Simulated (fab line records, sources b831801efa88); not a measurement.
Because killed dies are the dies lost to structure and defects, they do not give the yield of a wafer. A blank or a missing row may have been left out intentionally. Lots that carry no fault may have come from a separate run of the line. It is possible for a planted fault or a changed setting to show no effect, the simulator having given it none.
fab line records | flow sky130
record lots=6 | wafers=18 | lastDay=50
route steps=708 shown CONTACT@418 METAL1@434 PAD_OPEN@708
lots with no fault: from the same line, run without faults
startH: hours from the record's opening day to when the first of the lot's shown wafers began | waitH: how many hours have passed since the lot's step before this one | " the same as in the row above | L1.1+2: a single row standing in for several wafers | - no value present, or no start provided | * or withheld: withheld | < > ~ a bound
route shown NAME@n: a module of which the file shows steps, and the number in the route of the first | usual: mean/standard deviation of fault-free wafers | same: alike in all rows | chamber/n: place in a boat | sites: per-site readings | _std_site: how widely they spread, as a standard deviation | _edge_site: mean of outer sites minus mean of inner sites | radiusMm: how far each site lies from the wafer's centre | mask NAME#n: copy n | behind: the last tool/chamber to shape the wafer | hold: reason for holding the lot/hours on hold/outcome of the hold | device: the n, p or np transistor that did not switch | end of line: the route-end tests of the same wafers | a step given without rows: its recipe and nothing more | killed: count of dies lost to structure and defects at first sort (not the wafer's yield) | map: the dies of a wafer, with x for killed, . for not killed, _ for no die there
set.NAME: the setting that was run; set.NAME@STEP: the one run at that earlier step | model.NAME: the simulator's own value behind a step, which no gauge read
lots seen at some steps along the route; tables by step, rows by wafer
services: from which hour (startH, from the record's first day; less than 0 if before it) a tool's chamber was out of use, for how many hours, and why
## steps
# step SKY_CONTACT_PEB_12
# recipe pebTempC=withheld | pebTimeS=withheld | resist=KrF-thick
# step SKY_CONTACT_DEVELOP_13
# recipe developTimeS=60 | resist=KrF-thick | devTempC=21
# step SKY_CONTACT_CD_MEAS_14
# recipe targetCdNm=170
# usual cdNm=170.0/1.5
lot.wafer | tool     | chamber | startH | waitH | cdNm
L700.1    | cdSem-02 | -       | 800.75 | -     | 171.9
L700.5    | "        | -       | "      | "     | 172.5
L700.6    | "        | -       | "      | "     | 172.1
L702.1    | cdSem-01 | -       | 806.70 | -     | 169.5
L702.2    | "        | -       | "      | "     | 171.1
L702.3    | "        | -       | "      | "     | 170.4
L703.1    | cdSem-01 | -       | 837.40 | -     | 167.0
L703.4    | "        | -       | "      | "     | 168.4
L703.6    | "        | -       | "      | "     | 167.8
L710.3    | cdSem-01 | -       | 869.07 | -     | 170.2
L710.5    | "        | -       | "      | "     | 171.5
L710.6    | "        | -       | "      | "     | 169.0
L713.1    | cdSem-02 | -       | 888.41 | -     | 169.9
L713.2    | "        | -       | "      | "     | 170.6
L713.5    | "        | -       | "      | "     | 169.0
L716.1    | cdSem-01 | -       | 906.38 | -     | 171.4
L716.5    | "        | -       | "      | "     | 170.7
L716.6    | "        | -       | "      | "     | 169.3
# step SKY_CONTACT_OVL_MEAS_15
# usual CONTACT_OVL=4/6.1
lot.wafer | tool       | chamber | startH | waitH | CONTACT_OVL[nm]
L700.1    | overlay-02 | -       | 800.87 | 0.1   | 2
L700.5    | "          | -       | "      | "     | 4
L700.6    | "          | -       | "      | "     | 7
L702.1    | overlay-01 | -       | 806.82 | 0.1   | 10
L702.2    | "          | -       | "      | "     | -1
L702.3    | "          | -       | "      | "     | -3
L703.1    | overlay-01 | -       | 837.52 | 0.1   | 5
L703.4    | "          | -       | "      | "     | 10
L703.6    | "          | -       | "      | "     | 12
L710.3    | overlay-02 | -       | 869.16 | 0.1   | -4
L710.5    | "          | -       | "      | "     | -5
L710.6    | "          | -       | "      | "     | 3
L713.1    | overlay-01 | -       | 888.53 | 0.1   | 2
L713.2    | "          | -       | "      | "     | 8
L713.5    | "          | -       | "      | "     | -3
L716.1    | overlay-02 | -       | 906.50 | 0.1   | -4
L716.5    | "          | -       | "      | "     | 5
L716.6    | "          | -       | "      | "     | -4
# step SKY_CONTACT_ETCH_16
# recipe chemistry=N2/H2 | target=BARC | ionEnergyEv=200 | sourceW=500 | biasW=100 | pressureMtorr=30 | n2FlowSccm=100 | h2FlowSccm=200 | stopOn=SiO2 | timeS=45.9 | targetDepthA=600
# usual drypumpMotorCurrentA=6.0/0.36 | oesProductAu=0.854/0.0047 | throttleValvePct=13.226/0.0082
lot.wafer | tool       | chamber | startH | waitH | drypumpMotorCurrentA | oesProductAu | rfHoursCounterH | throttleValvePct
L700.1    | rieDiel-01 | 0       | 800.90 | 0.0   | 6.0                  | 0.855        | 13              | 13.220
L700.5    | "          | 0       | "      | "     | 6.0                  | 0.853        | -               | 13.226
L700.6    | "          | 1       | "      | "     | 6.6                  | 0.853        | -               | 13.208
L702.1    | rieDiel-01 | 2       | 806.85 | 0.0   | 6.5                  | 0.858        | 23              | 13.231
L702.2    | "          | 0       | "      | "     | 6.0                  | 0.848        | 14              | 13.213
L702.3    | "          | 3       | "      | "     | 5.8                  | 0.854        | 11              | 13.236
L703.1    | rieDiel-04 | 0       | 837.55 | 0.0   | 6.6                  | 0.856        | 18              | 13.220
L703.4    | "          | 3       | "      | "     | 5.9                  | 0.852        | 16              | 13.226
L703.6    | "          | 3       | "      | "     | 5.9                  | 0.845        | -               | 13.229
L710.3    | rieDiel-04 | 2       | 869.18 | 0.0   | 5.6                  | 0.851        | 14              | 13.231
L710.5    | "          | 3       | "      | "     | 5.9                  | 0.859        | -               | 13.234
L710.6    | "          | 2       | "      | "     | 5.6                  | 0.861        | -               | 13.224
L713.1    | rieDiel-03 | 1       | 888.57 | 0.0   | 6.0                  | 0.859        | 15              | 13.242
L713.2    | "          | 2       | "      | "     | 5.8                  | 0.858        | 11              | 13.231
L713.5    | "          | 1       | "      | "     | 6.0                  | 0.862        | -               | 13.229
L716.1    | rieDiel-03 | 2       | 906.53 | 0.0   | 5.8                  | 0.859        | 11              | 13.229
L716.5    | "          | 0       | "      | "     | 5.5                  | 0.857        | -               | 13.226
L716.6    | "          | 3       | "      | "     | 6.2                  | 0.863        | -               | 13.220
# step SKY_CONTACT_ETCH_17
# recipe target=SiO2 | chemistry=C4F8/O2/Ar | stopOn=Si3N4 | maskMaterial=KrF-thick | sourceW=1500 | biasW=1200 | pressureMtorr=40 | c4f8FlowSccm=withheld | O2_flow_sccm=6 | Ar_flow_sccm=300 | timeS=withheld | targetDepthA=3400
# usual oesProductAu=0.891/0.0053
lot.wafer | tool       | chamber | startH | waitH | oesProductAu
L700.1    | rieDiel-01 | 0       | 800.95 | 0.0   | 0.882
L700.5    | "          | 0       | "      | "     | 0.892
L700.6    | "          | 1       | "      | "     | 0.883
L702.1    | rieDiel-01 | 2       | 806.90 | 0.0   | 0.894
L702.2    | "          | 0       | "      | "     | 0.887
L702.3    | "          | 3       | "      | "     | 0.899
L703.1    | rieDiel-04 | 0       | 837.60 | 0.0   | 0.889
L703.4    | "          | 3       | "      | "     | 0.887
L703.6    | "          | 3       | "      | "     | 0.884
L710.3    | rieDiel-04 | 2       | 869.23 | 0.0   | 0.896
L710.5    | "          | 3       | "      | "     | 0.889
L710.6    | "          | 2       | "      | "     | 0.893
L713.1    | rieDiel-03 | 1       | 888.61 | 0.0   | 0.896
L713.2    | "          | 2       | "      | "     | 0.892
L713.5    | "          | 1       | "      | "     | 0.884
L716.1    | rieDiel-03 | 2       | 906.58 | 0.0   | 0.884
L716.5    | "          | 0       | "      | "     | 0.891
L716.6    | "          | 3       | "      | "     | 0.887
# step SKY_CONTACT_ETCH_18
# recipe target=Si3N4 | chemistry=CHF3/O2 | stopOn=TiN | sourceW=600 | biasW=200 | pressureMtorr=40 | chf3FlowSccm=50 | O2_flow_sccm=5 | timeS=39 | targetDepthA=750
# usual drypumpMotorCurrentA=6.0/0.36 | oesProductAu=0.856/0.0081 | throttleValvePct=8.794/0.0099
lot.wafer | tool       | chamber | startH | waitH | drypumpMotorCurrentA | oesProductAu | rfHoursCounterH | throttleValvePct
L700.1    | rieDiel-01 | 0       | -      | -     | 6.0                  | 0.873        | 13              | 8.787
L700.5    | "          | 0       | "      | "     | 6.0                  | 0.865        | -               | 8.800
L700.6    | "          | 1       | "      | "     | 6.6                  | 0.873        | -               | 8.787
L702.1    | rieDiel-01 | 2       | -      | -     | 6.5                  | 0.848        | 23              | 8.793
L702.2    | "          | 0       | "      | "     | 6.0                  | 0.864        | 14              | 8.797
L702.3    | "          | 3       | "      | "     | 5.8                  | 0.863        | 11              | 8.805
L703.1    | rieDiel-04 | 0       | -      | -     | 6.6                  | 0.863        | 18              | 8.797
L703.4    | "          | 3       | "      | "     | 5.9                  | 0.853        | 16              | 8.794
L703.6    | "          | 3       | "      | "     | 5.9                  | 0.862        | -               | 8.780
L710.3    | rieDiel-04 | 2       | -      | -     | 5.6                  | 0.853        | 15              | 8.788
L710.5    | "          | 3       | "      | "     | 5.9                  | 0.843        | -               | 8.802
L710.6    | "          | 2       | "      | "     | 5.5                  | 0.853        | -               | 8.793
L713.1    | rieDiel-03 | 1       | -      | -     | 6.0                  | 0.853        | 15              | 8.784
L713.2    | "          | 2       | "      | "     | 5.8                  | 0.834        | 11              | 8.782
L713.5    | "          | 1       | "      | "     | 6.0                  | 0.863        | -               | 8.789
L716.1    | rieDiel-03 | 2       | -      | -     | 5.8                  | 0.857        | 11              | 8.786
L716.5    | "          | 0       | "      | "     | 5.5                  | 0.862        | -               | 8.797
L716.6    | "          | 3       | "      | "     | 6.2                  | 0.852        | -               | 8.788
# step SKY_CONTACT_STRIP_19
# recipe chemistry=O2/N2 | powerW=1400 | pressureMtorr=1500 | platenTempC=withheld | o2FlowSccm=3000 | n2FlowSccm=300 | overashFraction=0.5
# step SKY_CONTACT_STRIP_20
# recipe chemistry=postEtchResidueRemover | timeS=1200 | tempC=72.5
# step SKY_CONTACT_CLEAN_21
# recipe chemistry=IPA | timeS=180 | tempC=25
# step SKY_CONTACT_CLEAN_22
# recipe chemistry=O3/DIW | dry=n2Spin
# step SKY_CONTACT_SPUTTER_23
# recipe material=TiN | targetThkNm=20 | chamberPressurePa=5 | powerW=4000 | timeS=80
# usual throttleValvePct=29.3/0.95
lot.wafer | tool          | chamber | startH | waitH | throttleValvePct
L700.1    | pvdSputter-01 | -       | 801.64 | 0.0   | 28.9
L700.5    | "             | -       | "      | "     | 29.3
L700.6    | "             | -       | "      | "     | 31.0
L702.1    | pvdSputter-01 | -       | 807.68 | 0.0   | 28.8
L702.2    | "             | -       | "      | "     | 29.4
L702.3    | "             | -       | "      | "     | 28.8
L703.1    | pvdSputter-01 | -       | 838.29 | 0.0   | 29.5
L703.4    | "             | -       | "      | "     | 28.6
L703.6    | "             | -       | "      | "     | 30.8
L710.3    | pvdSputter-01 | -       | 869.99 | 0.0   | 31.2
L710.5    | "             | -       | "      | "     | 29.2
L710.6    | "             | -       | "      | "     | 29.1
L713.1    | pvdSputter-01 | -       | 889.37 | 0.0   | 29.2
L713.2    | "             | -       | "      | "     | 28.8
L713.5    | "             | -       | "      | "     | 29.1
L716.1    | pvdSputter-02 | -       | 907.26 | 0.0   | 28.9
L716.5    | "             | -       | "      | "     | 28.9
L716.6    | "             | -       | "      | "     | 29.9
# step SKY_CONTACT_CVD_24
# recipe material=W | targetThkNm=340 | timeS=102.12 | tempC=400 | pressureTorr=40
# usual heaterPowerW=802/60
lot.wafer | tool    | chamber | startH | waitH | heaterPowerW | model.W_of_CONTACT_CVD_24.thkNm
L700.1    | cvdW-02 | 0       | 801.70 | 0.0   | 792          | 333.6
L700.5    | "       | 1       | "      | "     | 880          | 330.5
L700.6    | "       | 0       | "      | "     | 792          | 335.3
L702.1    | cvdW-02 | 1       | 807.74 | 0.0   | 891          | 229.4
L702.2    | "       | 0       | "      | "     | 813          | 226.2
L702.3    | "       | 0       | "      | "     | 813          | 330.9
L703.1    | cvdW-02 | 0       | 838.35 | 0.0   | 793          | 235.6
L703.4    | "       | 0       | "      | "     | 813          | 331.6
L703.6    | "       | 0       | "      | "     | 812          | 333.2
L710.3    | cvdW-01 | 1       | 870.09 | 0.1   | 785          | 336.9
L710.5    | "       | 1       | "      | "     | 784          | 334.3
L710.6    | "       | 0       | "      | "     | 713          | 334.6
L713.1    | cvdW-02 | 0       | 889.43 | 0.0   | 796          | 336.4
L713.2    | "       | 1       | "      | "     | 905          | 334.2
L713.5    | "       | 0       | "      | "     | 820          | 331
L716.1    | cvdW-02 | 1       | 907.33 | 0.0   | 873          | 330.1
L716.5    | "       | 0       | "      | "     | 788          | 337.3
L716.6    | "       | 1       | "      | "     | 894          | 332.6
# step SKY_CONTACT_RS_MEAS_25
# recipe thkMeasGauge=four-point-probe | reads=W_of_CONTACT_CVD_24+TiN_of_CONTACT_SPUTTER_23
# usual CONTACT_W_RS=0.343/0.004
lot.wafer | tool         | chamber | startH | waitH | hold                    | CONTACT_W_RS[ohm/sq]
L700.1    | filmMetro-02 | -       | 801.81 | 0.1   | -                       | 0.346
L700.5    | "            | -       | "      | "     | -                       | 0.347
L700.6    | "            | -       | "      | "     | -                       | 0.343
L702.1    | filmMetro-01 | -       | 807.85 | 0.1   | awaitDispo/0.2h/release | 0.503
L702.2    | "            | -       | "      | "     | awaitDispo/0.2h/release | 0.509
L702.3    | "            | -       | "      | "     | awaitDispo/0.2h/release | 0.347
L702.1    | filmMetro-01 | -       | 808.14 | 0.3   | -                       | 0.503
L702.2    | "            | -       | "      | "     | -                       | 0.510
L702.3    | "            | -       | "      | "     | -                       | 0.347
L703.1    | filmMetro-02 | -       | 838.46 | 0.1   | awaitDispo/0.2h/release | 0.491
L703.4    | "            | -       | "      | "     | awaitDispo/0.2h/release | 0.347
L703.6    | "            | -       | "      | "     | awaitDispo/0.2h/release | 0.347
L703.1    | filmMetro-02 | -       | 838.74 | 0.3   | -                       | 0.491
L703.4    | "            | -       | "      | "     | -                       | 0.347
L703.6    | "            | -       | "      | "     | -                       | 0.346
L710.3    | filmMetro-01 | -       | 870.20 | 0.1   | -                       | 0.341
L710.5    | "            | -       | "      | "     | -                       | 0.343
L710.6    | "            | -       | "      | "     | -                       | 0.343
L713.1    | filmMetro-04 | -       | 889.54 | 0.1   | -                       | 0.340
L713.2    | "            | -       | "      | "     | -                       | 0.343
L713.5    | "            | -       | "      | "     | -                       | 0.346
L716.1    | filmMetro-04 | -       | 907.44 | 0.1   | -                       | 0.347
L716.5    | "            | -       | "      | "     | -                       | 0.340
L716.6    | "            | -       | "      | "     | -                       | 0.345
# step SKY_CONTACT_THK_MEAS_26
# recipe thkMeasGauge=xrf | reads=W_of_CONTACT_CVD_24
# usual CONTACT_W_THK=322/4.5
lot.wafer | tool         | chamber | startH | waitH | hold                    | CONTACT_W_THK[nm]
L700.1    | filmMetro-02 | -       | 801.93 | 0.1   | -                       | 324
L700.5    | "            | -       | "      | "     | -                       | 323
L700.6    | "            | -       | "      | "     | -                       | 327
L702.1    | filmMetro-01 | -       | 810.02 | 1.9   | awaitDispo/0.2h/release | 222
L702.2    | "            | -       | "      | "     | awaitDispo/0.2h/release | 218
L702.3    | "            | -       | "      | "     | awaitDispo/0.2h/release | 317
L702.1    | filmMetro-01 | -       | 810.24 | 0.2   | -                       | 221
L702.2    | "            | -       | "      | "     | -                       | 218
L702.3    | "            | -       | "      | "     | -                       | 316
L703.1    | filmMetro-02 | -       | 841.03 | 2.3   | awaitDispo/0.2h/release | 230
L703.4    | "            | -       | "      | "     | awaitDispo/0.2h/release | 326
L703.6    | "            | -       | "      | "     | awaitDispo/0.2h/release | 322
L703.1    | filmMetro-02 | -       | 841.26 | 0.2   | -                       | 230
L703.4    | "            | -       | "      | "     | -                       | 322
L703.6    | "            | -       | "      | "     | -                       | 324
L710.3    | filmMetro-01 | -       | 870.30 | 0.1   | -                       | 321
L710.5    | "            | -       | "      | "     | -                       | 321
L710.6    | "            | -       | "      | "     | -                       | 321
L713.1    | filmMetro-04 | -       | 889.66 | 0.1   | -                       | 324
L713.2    | "            | -       | "      | "     | -                       | 322
L713.5    | "            | -       | "      | "     | -                       | 318
L716.1    | filmMetro-04 | -       | 907.56 | 0.1   | -                       | 317
L716.5    | "            | -       | "      | "     | -                       | 324
L716.6    | "            | -       | "      | "     | -                       | 321
# step SKY_CONTACT_CMP_27
# recipe stopOn=SiO2 | tOverpolishS=15 | downForcePsi=3.5 | platenRpm=60 | targetThkNm=0 | padVelocityMS=0.94248
# usual motorCurrentA=10.9/1.2 | platenRpm=60.00/0.039 | retainingRingPressureFrac=1.000/0.005 | timeToEndpointS=81/4.6
lot.wafer | tool   | chamber | startH | waitH | hold                    | motorCurrentA | platenRpm | retainingRingPressureFrac | timeToEndpointS
L700.1    | cmp-01 | 3       | 802.09 | 0.1   | -                       | 11.1          | 59.97     | 1.001                     | 80
L700.5    | "      | 1       | "      | "     | -                       | 11.2          | 59.99     | 0.997                     | 78
L700.6    | "      | 2       | "      | "     | -                       | 10.8          | 60.01     | 1.006                     | 86
L702.3    | cmp-02 | 0       | 813.64 | 3.4   | awaitDispo/3.3h/release | 11.6          | 60.04     | 1.002                     | 86
L702.2    | "      | 1       | "      | "     | awaitDispo/3.3h/release | 13.1          | 60.08     | 1.004                     | 59
L702.1    | "      | 2       | "      | "     | awaitDispo/3.3h/release | 9.1           | 59.99     | 0.986                     | 54
L703.1    | cmp-02 | 1       | 842.98 | 1.7   | awaitDispo/1.7h/release | 12.2          | 60.09     | 0.994                     | 58
L703.4    | "      | 2       | "      | "     | awaitDispo/1.7h/release | 9.0           | 60.01     | 1.001                     | 73
L703.6    | "      | 1       | "      | "     | awaitDispo/1.7h/release | 12.6          | 60.07     | 1.001                     | 80
L710.3    | cmp-02 | 3       | 870.54 | 0.2   | -                       | 10.3          | 60.02     | 0.996                     | 78
L710.5    | "      | 0       | "      | "     | -                       | 11.6          | 60.04     | 0.995                     | 81
L710.6    | "      | 1       | "      | "     | -                       | 13.6          | 60.04     | 0.997                     | 81
L713.2    | cmp-01 | 0       | 889.72 | 0.0   | -                       | 10.6          | 60.00     | 0.997                     | 77
L713.1    | "      | 2       | "      | "     | -                       | 10.6          | 60.04     | 0.999                     | 81
L713.5    | "      | 1       | "      | "     | -                       | 10.3          | 59.99     | 1.000                     | 75
L716.1    | cmp-01 | 0       | 907.77 | 0.2   | -                       | 11.0          | 60.00     | 1.001                     | 76
L716.6    | "      | 1       | "      | "     | -                       | 10.6          | 59.93     | 1.003                     | 72
L716.5    | "      | 2       | "      | "     | -                       | 10.5          | 60.05     | 0.995                     | 79
# step SKY_METAL1_SPUTTER_00
# recipe material=Ti | targetThkNm=15 | powerW=3000 | timeS=10 | chamberPressurePa=0.4
# usual throttleValvePct=29.8/0.98
lot.wafer | tool          | chamber | startH | waitH | throttleValvePct
L700.1    | pvdSputter-02 | -       | 802.29 | 0.1   | 29.9
L700.5    | "             | -       | "      | "     | 29.9
L700.6    | "             | -       | "      | "     | 31.0
L702.1    | pvdSputter-04 | -       | 813.89 | 0.1   | 31.0
L702.2    | "             | -       | "      | "     | 29.6
L702.3    | "             | -       | "      | "     | 30.7
L703.1    | pvdSputter-04 | -       | 843.28 | 0.2   | 29.7
L703.4    | "             | -       | "      | "     | 30.7
L703.6    | "             | -       | "      | "     | 30.7
L710.3    | pvdSputter-02 | -       | 870.69 | 0.1   | 30.8
L710.5    | "             | -       | "      | "     | 31.1
L710.6    | "             | -       | "      | "     | 29.9
L713.1    | pvdSputter-04 | -       | 890.02 | 0.1   | 29.6
L713.2    | "             | -       | "      | "     | 29.6
L713.5    | "             | -       | "      | "     | 31.2
L716.1    | pvdSputter-03 | -       | 907.92 | 0.1   | 29.4
L716.5    | "             | -       | "      | "     | 29.4
L716.6    | "             | -       | "      | "     | 27.1
# step SKY_PAD_OPEN_PROBE_99
# usual killed_at_M0_to_M3=43/6.8 | killed_at_M4_up=3.0/1.6 | killedAtContacts=25/6 | killedAtFrontEnd=15/4.4 | killedAtOther=0.3/0.52 | killedDies=86/9.6 | killedOpen=47/6.7 | killedShort=39/6.8
# same grossDies=492 | killedAtBackSide=0
lot.wafer | tool      | chamber | startH  | waitH | killed_at_M0_to_M3 | killed_at_M4_up | killedAtContacts | killedAtFrontEnd | killedAtOther | killedDies | killedOpen | killedShort
L702.1    | prober-01 | -       | 1129.99 | 0.1   | 42                 | 3               | 24               | 28               | 1             | 98         | 47         | 51
L702.3    | prober-01 | -       | 1130.09 | 0.2   | 32                 | 5               | 35               | 14               | 0             | 86         | 44         | 42
# killed by level:class
L702.1 METAL2:geometricParticle:short=9 CONTACT:geometricParticle:open=9 VIA3:geometricParticle:open=7 METAL1:geometricParticle:short=6 FIELD_ISO:geometricParticle:short=5 POLY_GATE:geometricParticle:open=5 LI_CONTACT:geometricParticle:open=5 VIA1:geometricParticle:open=5
L702.3 LI_CONTACT:geometricParticle:open=17 VIA1:geometricParticle:short=7 FIELD_ISO:geometricParticle:open=5 POLY_GATE:geometricParticle:open=4 LI_CONTACT:geometricParticle:short=4 LOCAL_INTERCONNECT:geometricParticle:short=4 CONTACT:geometricParticle:open=4 CONTACT:geometricParticle:short=4
## services
tool          | chamber | startH | hours | kind
cmp-02        | -       | 796.69 | 1.6   | repair
pvdSputter-03 | -       | 803.61 | 2.1   | repair
rieDiel-03    | -       | 807.88 | 2.8   | pm
pvdSputter-04 | -       | 809.72 | 2.0   | repair
rieDiel-01    | 2       | 819.21 | 2.2   | repair
cvdW-02       | -       | 819.51 | 2.8   | pm
cmp-01        | -       | 842.70 | 25.6  | repair
rieDiel-01    | 3       | 843.97 | 12.0  | repair
pvdSputter-03 | -       | 849.59 | 5.9   | repair
rieDiel-01    | -       | 852.38 | 14.6  | pm
rieDiel-03    | 2       | 852.70 | 1.9   | repair
cvdW-02       | 0       | 855.61 | 1.2   | repair
pvdSputter-01 | -       | 856.72 | 1.9   | repair
cmp-01        | -       | 863.14 | 1.3   | repair
cmp-01        | -       | 868.30 | 3.6   | pm
rieDiel-01    | 2       | 892.24 | 12.9  | repair
rieDiel-01    | 3       | 892.91 | 2.4   | repair
cvdW-01       | -       | 904.00 | 14.0  | pm
cvdW-01       | 0       | 904.00 | 14.0  | ventCycle
cvdW-01       | 1       | 904.00 | 14.0  | ventCycle
cmp-02        | -       | 904.36 | 15.7  | pm
rieDiel-01    | 2       | 905.18 | -     | clean
rieDiel-01    | 2       | 905.18 | 28.8  | scheduledDown
rieDiel-01    | 2       | 905.18 | 28.8  | ventCycle
## key
firstSign step=SKY_CONTACT_RS_MEAS_25 | reading=visit | direction=added
effect step=SKY_CONTACT_RS_MEAS_25 | reading=CONTACT_W_RS | direction=up | sigmas=39 | usual=0.343 | struck=0.501
effect step=SKY_CONTACT_THK_MEAS_26 | reading=visit | direction=added
effect step=SKY_CONTACT_THK_MEAS_26 | reading=CONTACT_W_THK | direction=down | sigmas=22 | usual=322 | struck=224
effect step=SKY_CONTACT_CMP_27 | reading=timeToEndpointS | direction=down | sigmas=5.1 | usual=* | struck=*
modelEffect step=SKY_CONTACT_CVD_24 | value=W_of_CONTACT_CVD_24.thkNm | without=330.8 | struck=230.4
metAt SKY_CONTACT_CVD_24
struckWafers L702.1,L702.2,L703.1
testerLeftOut L702,L703
onsetBetween 801.70 807.74
fault kind=processParameterDrift | tool=cvdW-02 | chamber=- | onsetH=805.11 | steps=SKY_CONTACT_CVD_24 | channel=targetThkNm | offset=-100.99 | shape=step | endH=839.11 | scope=struckWafersOnly | actsIn=theseRecipesOnly | stated=340
# testerLeftOut: of these lots the tester's yield and bins aren't shown, on N5 and GAA mostly nor the transistor test; their killed dies are dies lost to structure and defects alone, not to doping, threshold or leakage, so they don't give the yield
